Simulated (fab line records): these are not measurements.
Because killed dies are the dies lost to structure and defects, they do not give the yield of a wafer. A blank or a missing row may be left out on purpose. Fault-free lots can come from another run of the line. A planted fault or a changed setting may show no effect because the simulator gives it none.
The tool behind it: which one? / flow gf180mcu / 14 lots, 42 wafers sampled, at 5 steps of a route of 602

## WHAT THE GAUGES READ, wafer by wafer
GF_M1_CD_MEAS_14 targets a cd of 230 nm.
lot=L113; measured=day 17 05:19; on=cd_sem-02; cd_nm (nm)=228.8 228.2 228.2
lot=L115; measured=day 17 22:52; on=cd_sem-01; cd_nm (nm)=228.2 229.3 228.8
lot=L119; measured=day 19 17:02; on=cd_sem-02; cd_nm (nm)=230.0 229.8 228.7
lot=L121; measured=day 20 05:33; on=cd_sem-01; cd_nm (nm)=229.3 229.4 229.0
lot=L122; measured=day 20 16:59; on=cd_sem-02; cd_nm (nm)=229.7 229.2 229.3
lot=L123; measured=day 21 02:45; on=cd_sem-01; cd_nm (nm)=231.9 231.1 231.9
lot=L124; measured=day 21 09:10; on=cd_sem-01; cd_nm (nm)=230.8 230.4 229.9
lot=L125; measured=day 21 10:01; on=cd_sem-02; cd_nm (nm)=230.6 229.0 229.7
lot=L126; measured=day 22 02:28; on=cd_sem-02; cd_nm (nm)=230.7 231.6 231.6
lot=L132; measured=day 24 01:16; on=cd_sem-02; cd_nm (nm)=229.9 229.7 230.0
lot=L133; measured=day 24 06:15; on=cd_sem-01; cd_nm (nm)=227.3 228.5 227.4
lot=L134; measured=day 24 13:47; on=cd_sem-01; cd_nm (nm)=231.2 231.0 230.5
lot=L135; measured=day 25 01:38; on=cd_sem-02; cd_nm (nm)=230.3 229.3 230.2
lot=L136; measured=day 25 02:02; on=cd_sem-02; cd_nm (nm)=227.2 226.6 228.6

GF_V1_THK_MEAS_03.
lot=L113; measured=day 17 06:25; on=film_metro-03; V1_CVD_02_THK (nm)=856 857 860
lot=L115; measured=day 17 23:52; on=film_metro-03; V1_CVD_02_THK (nm)=843 850 863
lot=L119; measured=day 19 18:02; on=film_metro-02; V1_CVD_02_THK (nm)=853 860 868
lot=L121; measured=day 20 06:32; on=film_metro-02; V1_CVD_02_THK (nm)=848 857 862
lot=L122; measured=day 20 18:11; on=film_metro-03; V1_CVD_02_THK (nm)=831 863 849
lot=L123; measured=day 21 03:50; on=film_metro-03; V1_CVD_02_THK (nm)=838 859 865
lot=L124; measured=day 21 10:13; on=film_metro-01; V1_CVD_02_THK (nm)=849 865 854
lot=L125; measured=day 21 11:01; on=film_metro-03; V1_CVD_02_THK (nm)=839 853 857
lot=L126; measured=day 22 03:27; on=film_metro-02; V1_CVD_02_THK (nm)=848 830 857
lot=L132; measured=day 24 02:16; on=film_metro-03; V1_CVD_02_THK (nm)=839 851 851
lot=L133; measured=day 24 07:14; on=film_metro-03; V1_CVD_02_THK (nm)=861 857 875
lot=L134; measured=day 24 14:49; on=film_metro-02; V1_CVD_02_THK (nm)=834 838 868
lot=L135; measured=day 25 02:59; on=film_metro-03; V1_CVD_02_THK (nm)=853 843 851
lot=L136; measured=day 25 03:08; on=film_metro-03; V1_CVD_02_THK (nm)=830 863 854

## TOOL THAT RAN EACH LOT (tool first, then ch and the chambers of the sampled wafers, then the start)
lot=L113; GF_CONTACT_SPUTTER_22=pvd_sputter-03, day 16 06:20; GF_M1_METAL_ETCH_16=rie_metal-02 ch 0, day 17 05:31; GF_M1_STRIP_17=plasma_asher-01 ch 0,1, day 17 05:41
lot=L115; GF_CONTACT_SPUTTER_22=pvd_sputter-02, day 16 23:23; GF_M1_METAL_ETCH_16=rie_metal-02 ch 0,1, day 17 23:00; GF_M1_STRIP_17=plasma_asher-04 ch 0,1, day 17 23:07
lot=L119; GF_CONTACT_SPUTTER_22=pvd_sputter-02, day 18 16:13; GF_M1_METAL_ETCH_16=rie_metal-02 ch 0,1, day 19 17:11; GF_M1_STRIP_17=plasma_asher-02 ch 0,1, day 19 17:18
lot=L121; GF_CONTACT_SPUTTER_22=pvd_sputter-02, day 19 04:20; GF_M1_METAL_ETCH_16=rie_metal-02 ch 0,1, day 20 05:41; GF_M1_STRIP_17=plasma_asher-01 ch 0,1, day 20 05:48
lot=L122; GF_CONTACT_SPUTTER_22=pvd_sputter-03, day 19 16:01; GF_M1_METAL_ETCH_16=rie_metal-03 ch 1, day 20 17:08; GF_M1_STRIP_17=plasma_asher-04 ch 0,1, day 20 17:22
lot=L123; GF_CONTACT_SPUTTER_22=pvd_sputter-03, day 20 01:54; GF_M1_METAL_ETCH_16=rie_metal-01 ch 0,1, day 21 02:53; GF_M1_STRIP_17=plasma_asher-02 ch 0, day 21 02:59
lot=L124; GF_CONTACT_SPUTTER_22=pvd_sputter-04, day 20 07:46; GF_M1_METAL_ETCH_16=rie_metal-01 ch 0,1, day 21 09:18; GF_M1_STRIP_17=plasma_asher-02 ch 0,1, day 21 09:25
lot=L125; GF_CONTACT_SPUTTER_22=pvd_sputter-03, day 20 09:37; GF_M1_METAL_ETCH_16=rie_metal-02 ch 0,1, day 21 10:10; GF_M1_STRIP_17=plasma_asher-04 ch 0,1, day 21 10:17
lot=L126; GF_CONTACT_SPUTTER_22=pvd_sputter-02, day 21 01:17; GF_M1_METAL_ETCH_16=rie_metal-03 ch 0,1, day 22 02:35; GF_M1_STRIP_17=plasma_asher-02 ch 0,1, day 22 02:43
lot=L132; GF_CONTACT_SPUTTER_22=pvd_sputter-02, day 23 01:38; GF_M1_METAL_ETCH_16=rie_metal-03 ch 0,1, day 24 01:24; GF_M1_STRIP_17=plasma_asher-02 ch 0,1, day 24 01:31
lot=L133; GF_CONTACT_SPUTTER_22=pvd_sputter-04, day 23 06:19; GF_M1_METAL_ETCH_16=rie_metal-03 ch 0,1, day 24 06:23; GF_M1_STRIP_17=plasma_asher-01 ch 0,1, day 24 06:29
lot=L134; GF_CONTACT_SPUTTER_22=pvd_sputter-03, day 23 14:07; GF_M1_METAL_ETCH_16=rie_metal-02 ch 0,1, day 24 13:57; GF_M1_STRIP_17=plasma_asher-01 ch 0,1, day 24 14:04
lot=L135; GF_CONTACT_SPUTTER_22=pvd_sputter-03, day 24 03:27; GF_M1_METAL_ETCH_16=rie_metal-02 ch 0,1, day 25 01:47; GF_M1_STRIP_17=plasma_asher-02 ch 0,1, day 25 01:55
lot=L136; GF_CONTACT_SPUTTER_22=pvd_sputter-02, day 24 03:48; GF_M1_METAL_ETCH_16=rie_metal-03 ch 0,1, day 25 02:11; GF_M1_STRIP_17=plasma_asher-04 ch 0,1, day 25 02:17
- GF_CONTACT_SPUTTER_22: material Ti, target thk 15 nm, time 80.02 s.
- GF_M1_METAL_ETCH_16: etches the open film in Cl2/BCl3, stops on SiO2, target depth 627.5 nm, time 104.6 s.
- GF_M1_STRIP_17: strips in O2/N2.

## AS READ BY THE TOOLS THEMSELVES (means over the sampled wafers that have a number; for cases with no such wafer, the mark the record gives instead)
GF_CONTACT_SPUTTER_22.
lot=L113; tool=pvd_sputter-03; throttle_valve_pct (%)=29.6
lot=L115; tool=pvd_sputter-02; throttle_valve_pct (%)=30.0
lot=L119; tool=pvd_sputter-02; throttle_valve_pct (%)=29.7
lot=L121; tool=pvd_sputter-02; throttle_valve_pct (%)=28.9
lot=L122; tool=pvd_sputter-03; throttle_valve_pct (%)=29.1
lot=L123; tool=pvd_sputter-03; throttle_valve_pct (%)=29.3
lot=L124; tool=pvd_sputter-04; throttle_valve_pct (%)=29.0
lot=L125; tool=pvd_sputter-03; throttle_valve_pct (%)=29.3
lot=L126; tool=pvd_sputter-02; throttle_valve_pct (%)=28.9
lot=L132; tool=pvd_sputter-02; throttle_valve_pct (%)=29.7
lot=L133; tool=pvd_sputter-04; throttle_valve_pct (%)=30.4
lot=L134; tool=pvd_sputter-03; throttle_valve_pct (%)=29.3
lot=L135; tool=pvd_sputter-03; throttle_valve_pct (%)=29.4
lot=L136; tool=pvd_sputter-02; throttle_valve_pct (%)=29.8

GF_M1_METAL_ETCH_16.
lot=L113; tool=rie_metal-02; drypump_motor_current_A (A)=6.08; oes_product_au (a.u.)=0.972; rf_fwd_power_W (W)=794.1; throttle_valve_pct (%)=28.248
lot=L115; tool=rie_metal-02; drypump_motor_current_A (A)=5.99; oes_product_au (a.u.)=0.972; rf_fwd_power_W (W)=798.2; throttle_valve_pct (%)=28.251
lot=L119; tool=rie_metal-02; drypump_motor_current_A (A)=6.00; oes_product_au (a.u.)=0.972; rf_fwd_power_W (W)=799.5; throttle_valve_pct (%)=28.252
lot=L121; tool=rie_metal-02; drypump_motor_current_A (A)=5.99; oes_product_au (a.u.)=0.929; rf_fwd_power_W (W)=670.9; throttle_valve_pct (%)=28.288
lot=L122; tool=rie_metal-03; drypump_motor_current_A (A)=6.15; oes_product_au (a.u.)=0.982; rf_fwd_power_W (W)=795.9; throttle_valve_pct (%)=28.240
lot=L123; tool=rie_metal-01; drypump_motor_current_A (A)=5.56; oes_product_au (a.u.)=0.978; rf_fwd_power_W (W)=797.2; throttle_valve_pct (%)=28.244
lot=L124; tool=rie_metal-01; drypump_motor_current_A (A)=5.66; oes_product_au (a.u.)=0.975; rf_fwd_power_W (W)=795.1; throttle_valve_pct (%)=28.246
lot=L125; tool=rie_metal-02; drypump_motor_current_A (A)=6.05; oes_product_au (a.u.)=0.915; rf_fwd_power_W (W)=667.3; throttle_valve_pct (%)=28.311
lot=L126; tool=rie_metal-03; drypump_motor_current_A (A)=6.03; oes_product_au (a.u.)=0.974; rf_fwd_power_W (W)=799.4; throttle_valve_pct (%)=28.257
lot=L132; tool=rie_metal-03; drypump_motor_current_A (A)=6.01; oes_product_au (a.u.)=0.965; rf_fwd_power_W (W)=796.9; throttle_valve_pct (%)=28.252
lot=L133; tool=rie_metal-03; drypump_motor_current_A (A)=6.13; oes_product_au (a.u.)=0.966; rf_fwd_power_W (W)=796.2; throttle_valve_pct (%)=28.247
lot=L134; tool=rie_metal-02; drypump_motor_current_A (A)=6.01; oes_product_au (a.u.)=0.979; rf_fwd_power_W (W)=796.1; throttle_valve_pct (%)=28.243
lot=L135; tool=rie_metal-02; drypump_motor_current_A (A)=6.05; oes_product_au (a.u.)=0.977; rf_fwd_power_W (W)=794.7; throttle_valve_pct (%)=28.246
lot=L136; tool=rie_metal-03; drypump_motor_current_A (A)=6.10; oes_product_au (a.u.)=0.977; rf_fwd_power_W (W)=794.2; throttle_valve_pct (%)=28.249

GF_M1_STRIP_17.
lot=L113; tool=plasma_asher-01; drypump_motor_current_A (A)=6.2; heater_power_w (W)=348; oes_product_au (a.u.)=0.559; strip_time_to_endpoint_s (s)=7.87
lot=L115; tool=plasma_asher-04; drypump_motor_current_A (A)=5.1; heater_power_w (W)=387; oes_product_au (a.u.)=0.556; strip_time_to_endpoint_s (s)=7.77
lot=L119; tool=plasma_asher-02; drypump_motor_current_A (A)=5.9; heater_power_w (W)=352; oes_product_au (a.u.)=0.554; strip_time_to_endpoint_s (s)=7.83
lot=L121; tool=plasma_asher-01; drypump_motor_current_A (A)=6.4; heater_power_w (W)=383; oes_product_au (a.u.)=0.570; strip_time_to_endpoint_s (s)=8.20
lot=L122; tool=plasma_asher-04; drypump_motor_current_A (A)=5.1; heater_power_w (W)=380; oes_product_au (a.u.)=0.560; strip_time_to_endpoint_s (s)=7.87
lot=L123; tool=plasma_asher-02; drypump_motor_current_A (A)=5.9; heater_power_w (W)=368; oes_product_au (a.u.)=0.564; strip_time_to_endpoint_s (s)=7.89
lot=L124; tool=plasma_asher-02; drypump_motor_current_A (A)=5.9; heater_power_w (W)=352; oes_product_au (a.u.)=0.562; strip_time_to_endpoint_s (s)=7.89
lot=L125; tool=plasma_asher-04; drypump_motor_current_A (A)=5.1; heater_power_w (W)=347; oes_product_au (a.u.)=0.573; strip_time_to_endpoint_s (s)=8.22
lot=L126; tool=plasma_asher-02; drypump_motor_current_A (A)=5.8; heater_power_w (W)=342; oes_product_au (a.u.)=0.557; strip_time_to_endpoint_s (s)=7.85
lot=L132; tool=plasma_asher-02; drypump_motor_current_A (A)=5.9; heater_power_w (W)=348; oes_product_au (a.u.)=0.556; strip_time_to_endpoint_s (s)=7.88
lot=L133; tool=plasma_asher-01; drypump_motor_current_A (A)=6.4; heater_power_w (W)=384; oes_product_au (a.u.)=0.561; strip_time_to_endpoint_s (s)=7.84
lot=L134; tool=plasma_asher-01; drypump_motor_current_A (A)=6.2; heater_power_w (W)=346; oes_product_au (a.u.)=0.558; strip_time_to_endpoint_s (s)=7.87
lot=L135; tool=plasma_asher-02; drypump_motor_current_A (A)=5.8; heater_power_w (W)=337; oes_product_au (a.u.)=0.558; strip_time_to_endpoint_s (s)=7.82
lot=L136; tool=plasma_asher-04; drypump_motor_current_A (A)=5.1; heater_power_w (W)=346; oes_product_au (a.u.)=0.558; strip_time_to_endpoint_s (s)=7.84

## THE ANSWER, worked out from the rows above alone
Rule: the lots themselves supply what counts as usual. The widest of any qualifying gaps counts: lots, ordered by their means at a reading, are off when they make up no more than a third of the lots, leave a main group of 4 or more, and stand apart from it by 3 or more times the standard deviation of that group's means. If all means in a main group match to the digits the tables above print for the reading, that group is not used. Also off: a lot with no number at a reading for which 4 or more lots have one. Any other lot the step has rows for is counted as sound. Order of review: gauges by route order, followed by the tools' own readings, for which a lot's mean as printed above is used. The first step at which some lot is off is used, and at that step the reading that is off furthest; a lot without a number counts as furthest.
Off at GF_M1_METAL_ETCH_16 (rf_fwd_power_W): L121, L125. Main group: mean 796.5 W, sd 1.8.
If a tool, at that step or one of the process steps before it, ran each lot that is off and ran no sound lot following the first of them, it fits. Not one of the candidates tried fits.

## WHAT THE SIMULATOR HAD INSERTED
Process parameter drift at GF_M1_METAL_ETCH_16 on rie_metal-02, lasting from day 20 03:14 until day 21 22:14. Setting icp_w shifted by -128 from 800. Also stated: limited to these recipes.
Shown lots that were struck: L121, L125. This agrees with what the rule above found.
